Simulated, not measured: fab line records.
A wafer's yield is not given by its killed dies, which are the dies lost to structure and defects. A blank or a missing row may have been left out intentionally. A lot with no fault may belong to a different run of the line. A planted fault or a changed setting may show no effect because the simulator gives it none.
fab line records	flow sky130
record lots=10	wafers=30	last_day=50
route steps=708 shown VT_ADJUST_LVTN@118 VT_ADJUST_PCH@152 POLY_GATE@204
lots that met no fault: taken from a fault-free run of the same line
start_h: hours from the record's opening day to when the first of the lot's shown wafers began	wait_h: time in hours since the lot's previous step	" as in the row above	L1.1+2: several wafers, shown together as one row	- either no value or no given start	* or withheld: withheld	< > ~ a bound
route shown NAME@n: names a module that has steps shown in the file, with the first one's number in the route	usual: mean/standard deviation taken from wafers without a fault	same: alike in all rows	chamber/n: place in a boat	sites: each site's reading	_std_site: standard deviation across them	_edge_site: the outer-site mean with the inner-site mean subtracted	radius_mm: how far each site lies from the wafer's centre	mask NAME#n: copy n	behind: the tool/chamber that last shaped the wafer	hold: why the lot went on hold/how many hours it stayed there/how the hold came to an end	device: names the non-switching transistor (n, p or np)	end of line: at the end of the route, the tests of the same wafers	a step without rows: its recipe alone	killed: not the wafer's yield, but the dies lost to structure and defects at the first sort	map: dies across one wafer; x = killed, . = not, _ = none there
set.NAME: the setting as run; set.NAME@STEP: as run at that earlier step	model.NAME: the simulator's own value behind a step, which no gauge read
route steps across a sampled set of lots; one table per step, one row per wafer
services: when a tool's chamber went out of use (start_h, in hours from the record's first day, below 0 if earlier), for how many hours, and the reason
## steps
# step SKY_VT_ADJUST_LVTN_TW_MEAS_21
# usual VT_ADJUST_LVTN_2_TW=187.4/1.9
lot.wafer	tool	chamber	start_h	wait_h	VT_ADJUST_LVTN_2_TW
L829.4	film_metro-02	-	160.59	0.1	185.1
L829.5	"	-	"	"	184.3
L829.6	"	-	"	"	185.4
L830.4	film_metro-02	-	168.44	0.1	184.3
L830.5	"	-	"	"	185.0
L830.6	"	-	"	"	184.6
L834.2	film_metro-02	-	196.67	0.1	183.6
L834.3	"	-	"	"	184.1
L834.6	"	-	"	"	183.4
L835.3	film_metro-04	-	199.68	0.1	190.1
L835.4	"	-	"	"	191.3
L835.5	"	-	"	"	189.2
L836.1	film_metro-02	-	209.31	0.1	183.5
L836.2	"	-	"	"	183.3
L836.6	"	-	"	"	184.5
L838.2	film_metro-03	-	219.62	0.1	186.9
L838.3	"	-	"	"	188.0
L838.6	"	-	"	"	187.5
L841.1	film_metro-04	-	239.71	0.1	189.0
L841.3	"	-	"	"	188.4
L841.5	"	-	"	"	190.0
L850.1	film_metro-02	-	320.26	0.1	185.3
L850.4	"	-	"	"	185.0
L850.5	"	-	"	"	185.9
L852.1	film_metro-02	-	324.02	0.1	185.8
L852.3	"	-	"	"	186.1
L852.5	"	-	"	"	185.9
L851.3	film_metro-04	-	328.78	0.1	187.8
L851.4	"	-	"	"	188.0
L851.5	"	-	"	"	188.7
# step SKY_VT_ADJUST_PCH_STRIP_09
# recipe chemistry=O2/N2	power_w=1400	pressure_mtorr=1500	platen_temp_c=withheld	o2_flow_sccm=3000	n2_flow_sccm=300	overash_fraction=0.5
# usual drypump_motor_current_A=5.9/0.51	oes_product_au=0.723/0.0046	strip_time_to_endpoint_s=36.95/0.12
# same overash_fraction=0.5
lot.wafer	tool	chamber	start_h	wait_h	drypump_motor_current_A	oes_product_au	rf_hours_counter_h	strip_time_to_endpoint_s
L829.4	plasma_asher-02	1	224.37	0.1	6.4	0.721	-	37.09
L829.5	"	0	"	"	5.4	0.727	-	36.96
L829.6	"	1	"	"	6.4	0.717	-	36.91
L830.4	plasma_asher-01	0	233.41	0.1	5.5	0.721	-	36.97
L830.5	"	1	"	"	6.4	0.727	-	37.02
L830.6	"	0	"	"	5.5	0.715	-	37.11
L834.2	plasma_asher-02	1	263.27	0.1	6.4	0.721	58	36.95
L834.3	"	0	"	"	5.4	0.732	-	37.00
L834.6	"	0	"	"	5.4	0.720	-	36.98
L835.3	plasma_asher-04	0	266.51	0.1	6.2	0.726	-	36.99
L835.4	"	1	"	"	5.1	0.729	-	37.02
L835.5	"	1	"	"	5.1	0.728	-	36.96
L836.1	plasma_asher-02	0	278.16	0.1	5.4	0.724	60	36.85
L836.2	"	1	"	"	6.5	0.719	60	36.91
L836.6	"	0	"	"	5.4	0.710	-	36.76
L838.2	plasma_asher-04	0	289.61	0.1	6.1	0.719	64	36.87
L838.3	"	0	"	"	6.1	0.726	-	36.89
L838.6	"	1	"	"	5.1	0.731	-	37.04
L841.1	plasma_asher-02	1	311.94	0.1	6.5	0.727	63	36.88
L841.3	"	1	"	"	6.4	0.723	-	36.95
L841.5	"	0	"	"	5.5	0.720	-	36.85
L850.1	plasma_asher-04	1	403.42	0.1	5.1	0.729	75	37.12
L850.4	"	0	"	"	6.2	0.722	-	37.20
L850.5	"	0	"	"	6.2	0.731	-	37.11
L852.1	plasma_asher-01	0	407.05	0.1	5.5	0.721	30	36.83
L852.3	"	1	"	"	6.4	0.719	-	36.90
L852.5	"	1	"	"	6.4	0.718	-	36.84
L851.3	plasma_asher-02	0	412.39	0.1	5.4	0.714	-	36.64
L851.4	"	1	"	"	6.4	0.714	-	36.64
L851.5	"	1	"	"	6.4	0.717	-	36.55
# step SKY_POLY_GATE_CVD_00
# recipe material=poly-Si	target_thk_nm=180	temp_c=620	time_s=720	pressure_mtorr=200
# usual spike_tc_centre_C=620.7/1.8	spike_tc_lower_C=619.7/1	spike_tc_upper_C=618.6/1.7	zone_power_centre_pct=9.5/0.37	zone_power_lower_pct=8.3/1	zone_power_upper_pct=8.16/0.15
lot.wafer	tool	chamber	start_h	wait_h	spike_tc_centre_C	spike_tc_lower_C	spike_tc_upper_C	zone_power_centre_pct	zone_power_lower_pct	zone_power_upper_pct
L829.4	lpcvd-01	1	322.87	0.0	620.9	620.2	616.8	9.7	7.4	8.28
L829.5	"	1	"	"	619.9	619.7	617.0	9.8	7.5	8.31
L829.6	"	1	"	"	620.6	618.4	616.2	9.9	7.6	8.23
L830.4	lpcvd-01	1	322.87	0.0	619.4	618.0	615.7	9.7	7.5	8.30
L830.5	"	1	"	"	620.9	617.5	616.6	9.8	7.6	8.19
L830.6	"	1	"	"	618.4	619.9	617.9	9.9	7.7	8.28
L834.2	lpcvd-01	1	348.46	0.0	618.1	620.2	617.8	9.7	7.7	8.31
L834.3	"	1	"	"	619.6	619.8	617.3	9.6	7.4	8.13
L834.6	"	1	"	"	618.4	620.4	617.8	9.8	7.5	8.32
L835.3	lpcvd-01	1	354.78	0.0	619.1	619.9	617.7	9.8	7.4	8.14
L835.4	"	1	"	"	620.1	617.6	619.2	9.9	7.6	8.18
L835.5	"	1	"	"	619.2	620.2	618.0	9.7	7.5	8.39
L836.1	lpcvd-01	1	365.48	0.0	620.0	618.8	619.2	9.8	7.6	8.29
L836.2	"	1	"	"	620.0	618.9	619.0	9.9	7.4	8.32
L836.6	"	1	"	"	618.7	619.0	617.7	9.8	7.5	8.42
L838.2	lpcvd-01	0	383.80	0.0	622.3	620.0	620.5	9.0	9.7	8.01
L838.3	"	0	"	"	623.5	621.4	620.7	9.0	9.7	8.02
L838.6	"	0	"	"	622.7	619.6	618.5	9.1	9.8	8.00
L841.1	lpcvd-01	0	403.15	0.0	590.7	623.1	627.3	3.6	12.8	10.52
L841.3	"	0	"	"	590.0	625.1	624.5	3.7	13.0	10.37
L841.5	"	0	"	"	589.6	623.7	625.4	3.6	12.8	10.49
L850.1	lpcvd-01	1	504.78	0.0	620.5	620.3	616.3	9.7	7.5	8.28
L850.4	"	1	"	"	618.6	620.7	618.1	9.7	7.5	8.25
L850.5	"	1	"	"	619.6	619.4	616.5	9.9	7.6	8.19
L852.1	lpcvd-01	1	507.13	0.0	621.1	619.4	617.0	9.7	7.6	8.36
L852.3	"	1	"	"	619.2	619.3	618.3	9.9	7.4	8.31
L852.5	"	1	"	"	618.6	619.8	615.4	9.6	7.5	8.10
L851.3	lpcvd-01	0	512.96	0.0	625.1	619.1	622.8	9.2	9.8	8.06
L851.4	"	0	"	"	622.4	620.3	619.0	9.0	9.7	7.86
L851.5	"	0	"	"	622.1	619.7	620.6	9.0	9.8	8.06
# step SKY_POLY_GATE_THK_MEAS_01
# recipe reads=poly-Si_of_POLY_GATE_CVD_00
# usual POLY_GATE_CVD_00_THK=180.1/1.7
lot.wafer	tool	chamber	start_h	wait_h	POLY_GATE_CVD_00_THK[nm]
L829.4	film_metro-04	-	324.10	0.0	179.4
L829.5	"	-	"	"	178.5
L829.6	"	-	"	"	178.9
L830.4	film_metro-02	-	324.11	0.0	180.5
L830.5	"	-	"	"	181.2
L830.6	"	-	"	"	179.9
L834.2	film_metro-01	-	349.67	0.0	180.0
L834.3	"	-	"	"	180.8
L834.6	"	-	"	"	179.7
L835.3	film_metro-04	-	356.00	0.0	181.5
L835.4	"	-	"	"	179.2
L835.5	"	-	"	"	180.5
L836.1	film_metro-04	-	366.68	0.0	180.4
L836.2	"	-	"	"	181.4
L836.6	"	-	"	"	181.0
L838.2	film_metro-02	-	385.01	0.0	179.2
L838.3	"	-	"	"	179.5
L838.6	"	-	"	"	179.3
L841.1	film_metro-04	-	404.35	0.0	173.1
L841.3	"	-	"	"	164.8
L841.5	"	-	"	"	150.7
L850.1	film_metro-04	-	505.98	0.0	180.8
L850.4	"	-	"	"	180.9
L850.5	"	-	"	"	180.5
L852.1	film_metro-01	-	508.33	0.0	179.4
L852.3	"	-	"	"	178.4
L852.5	"	-	"	"	178.3
L851.3	film_metro-02	-	514.18	0.0	179.7
L851.4	"	-	"	"	177.7
L851.5	"	-	"	"	179.0
# step SKY_POLY_GATE_ETCH_15
# recipe chemistry=N2/H2	target=BARC	ion_energy_ev=200	source_w=500	bias_w=100	pressure_mtorr=30	n2_flow_sccm=100	h2_flow_sccm=200	stop_on=SiO2	time_s=118.5	target_depth_a=1100
# usual drypump_motor_current_A=6.0/0.43	oes_product_au=0.717/0.0042	throttle_valve_pct=13.212/0.0092
lot.wafer	tool	chamber	start_h	wait_h	drypump_motor_current_A	oes_product_au	rf_hours_counter_h	throttle_valve_pct
L829.4	rie_diel-01	2	379.37	0.0	6.1	0.713	104	13.210
L829.5	"	0	"	"	6.1	0.724	-	13.193
L829.6	"	3	"	"	6.7	0.716	-	13.209
L830.4	rie_diel-02	2	380.32	0.0	6.2	0.716	0	13.226
L830.5	"	2	"	"	6.2	0.722	-	13.201
L830.6	"	3	"	"	6.5	0.716	-	13.215
L834.2	rie_diel-03	2	411.97	0.0	5.0	0.723	44	13.211
L834.3	"	3	"	"	5.8	0.714	106	13.206
L834.6	"	2	"	"	5.0	0.714	-	13.216
L835.3	rie_diel-01	1	418.77	0.0	5.7	0.709	38	13.207
L835.4	"	2	"	"	6.1	0.721	105	13.215
L835.5	"	2	"	"	6.1	0.721	-	13.195
L836.1	rie_diel-01	1	430.34	0.0	5.7	0.712	39	13.213
L836.2	"	2	"	"	6.1	0.713	105	13.209
L836.6	"	2	"	"	6.1	0.711	-	13.228
L838.2	rie_diel-03	0	447.73	0.0	5.8	0.722	17	13.206
L838.3	"	3	"	"	5.9	0.712	0	13.206
L838.6	"	0	"	"	5.8	0.713	-	13.203
L841.1	rie_diel-03	0	467.10	0.0	5.8	0.716	18	13.211
L841.3	"	3	"	"	5.8	0.711	1	13.232
L841.5	"	2	"	"	5.0	0.713	-	13.210
L850.1	rie_diel-01	2	576.07	0.0	6.1	0.723	2	13.217
L850.4	"	1	"	"	5.7	0.720	42	13.223
L850.5	"	2	"	"	6.1	0.720	-	13.211
L852.1	rie_diel-03	2	576.18	0.0	5.0	0.718	47	13.216
L852.3	"	1	"	"	5.3	0.717	7	13.211
L852.5	"	3	"	"	5.8	0.714	-	13.220
L851.3	rie_diel-01	1	576.72	0.0	5.7	0.715	42	13.218
L851.4	"	3	"	"	6.7	0.721	4	13.193
L851.5	"	2	"	"	6.1	0.721	-	13.222
# step SKY_POLY_GATE_ETCH_17
# recipe target_depth_nm=180	stop_on=SiO2	over_etch_frac=0.56667	chemistry=HBr/Cl2	target=poly-Si	icp_w=400	bias_w=100	pressure_mtorr=10	HBr_flow_sccm=150	Cl2_flow_sccm=50	time_s=70.5
# usual drypump_motor_current_A=5.7/0.41	he_backside_leak_sccm=2.6/0.35	oes_product_au=0.989/0.0064	throttle_valve_pct=33.684/0.01
lot.wafer	tool	chamber	start_h	wait_h	drypump_motor_current_A	he_backside_leak_sccm	oes_product_au	rf_hours_counter_h	throttle_valve_pct
L829.4	rie_si-02	2	379.56	0.0	5.9	2.6	0.991	23	33.677
L829.5	"	2	"	"	5.9	2.5	0.981	-	33.671
L829.6	"	3	"	"	5.3	2.5	0.988	-	33.702
L830.4	rie_si-01	1	380.51	0.0	5.7	2.5	0.998	1	33.671
L830.5	"	1	"	"	5.6	2.5	1.002	-	33.708
L830.6	"	0	"	"	4.9	2.3	0.991	-	33.684
L834.2	rie_si-01	0	412.16	0.0	5.0	2.6	0.986	2	33.692
L834.3	"	2	"	"	6.2	2.6	0.989	4	33.691
L834.6	"	1	"	"	5.7	2.4	0.991	-	33.682
L835.3	rie_si-01	1	418.96	0.0	5.6	2.3	1.000	1	33.694
L835.4	"	0	"	"	4.9	2.3	0.994	2	33.696
L835.5	"	1	"	"	5.6	2.3	0.999	-	33.679
L836.1	rie_si-02	3	430.52	0.0	5.3	2.3	0.984	7	33.676
L836.2	"	2	"	"	5.9	2.3	0.987	23	33.678
L836.6	"	0	"	"	6.0	2.9	0.994	-	33.662
L838.2	rie_si-02	3	447.91	0.0	5.3	2.4	0.982	7	33.671
L838.3	"	1	"	"	6.0	2.9	0.983	1	33.665
L838.6	"	2	"	"	5.9	2.4	0.989	-	33.667
L841.1	rie_si-01	1	467.28	0.0	5.7	2.4	0.970	2	33.691
L841.3	"	2	"	"	6.1	2.9	0.942	4	33.697
L841.5	"	1	"	"	5.7	2.4	0.873	-	33.674
L850.1	rie_si-02	3	576.25	0.0	5.3	2.6	0.991	7	33.681
L850.4	"	0	"	"	6.0	2.8	0.994	2	33.683
L850.5	"	1	"	"	5.9	3.1	0.989	-	33.668
L852.1	rie_si-01	3	576.36	0.0	5.8	2.5	0.989	36	33.678
L852.3	"	1	"	"	5.6	2.6	0.986	2	33.673
L852.5	"	0	"	"	4.9	2.3	0.983	-	33.695
L851.3	rie_si-01	0	576.90	0.0	4.9	2.4	0.985	3	33.669
L851.4	"	2	"	"	6.1	2.6	0.979	4	33.679
L851.5	"	3	"	"	5.7	2.5	0.982	-	33.683
## services
tool	chamber	start_h	hours	kind
rie_diel-01	-	206.37	0.2	repair
rie_diel-01	3	228.37	2.5	repair
rie_diel-01	-	267.88	2.5	repair
lpcvd-01	-	283.93	1.5	repair
rie_si-01	-	289.96	2.8	pm
rie_diel-01	-	293.11	1.0	repair
rie_si-01	1	296.98	7.0	repair
rie_diel-03	1	314.97	6.3	repair
rie_diel-03	3	329.16	5.2	repair
plasma_asher-02	-	338.39	8.6	repair
rie_diel-01	1	343.62	7.5	repair
rie_diel-03	-	354.17	0.8	repair
rie_diel-03	3	365.31	1.6	repair
plasma_asher-02	-	370.82	0.4	repair
rie_diel-01	-	370.82	0.7	repair
plasma_asher-02	-	380.90	2.1	repair
lpcvd-01	-	420.40	2.5	repair
rie_diel-03	2	429.77	3.7	repair
plasma_asher-02	-	475.71	2.8	repair
lpcvd-01	-	514.16	4.3	pm
plasma_asher-02	-	532.22	3.3	repair
plasma_asher-02	-	550.34	2.8	pm
rie_si-01	3	555.02	8.6	repair
rie_si-01	3	565.74	1.4	repair
## key
first_sign step=SKY_POLY_GATE_CVD_00	reading=spike_tc_centre_C	direction=down	sigmas=17	usual=620.7	struck=590.1
effect step=SKY_POLY_GATE_CVD_00	reading=zone_power_centre_pct	direction=down	sigmas=16	usual=9.5	struck=3.6
effect step=SKY_POLY_GATE_THK_MEAS_01	reading=POLY_GATE_CVD_00_THK	direction=down	sigmas=9.9	usual=180.1	struck=162.9
effect step=SKY_POLY_GATE_ETCH_17	reading=oes_product_au	direction=down	sigmas=9.3	usual=0.989	struck=0.928
met_at SKY_POLY_GATE_CVD_00
struck_lots L841
struck_wafers L841.1,L841.3,L841.5
tester_left_out L841
not_acting_at SKY_VT_ADJUST_LVTN_TW_MEAS_21,SKY_VT_ADJUST_PCH_STRIP_09,SKY_POLY_GATE_ETCH_15
onset_between 383.80 403.15
fault kind=process_parameter_drift	tool=lpcvd-01	chamber=0	onset_h=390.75	steps=SKY_POLY_GATE_CVD_00	channel=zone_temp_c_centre	offset=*	shape=step	end_h=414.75
# tester_left_out: of these lots the tester's yield and bins aren't shown, on N5 and GAA mostly nor the transistor test; their killed dies are dies lost to structure and defects alone, not to doping, threshold or leakage, so they don't give the yield
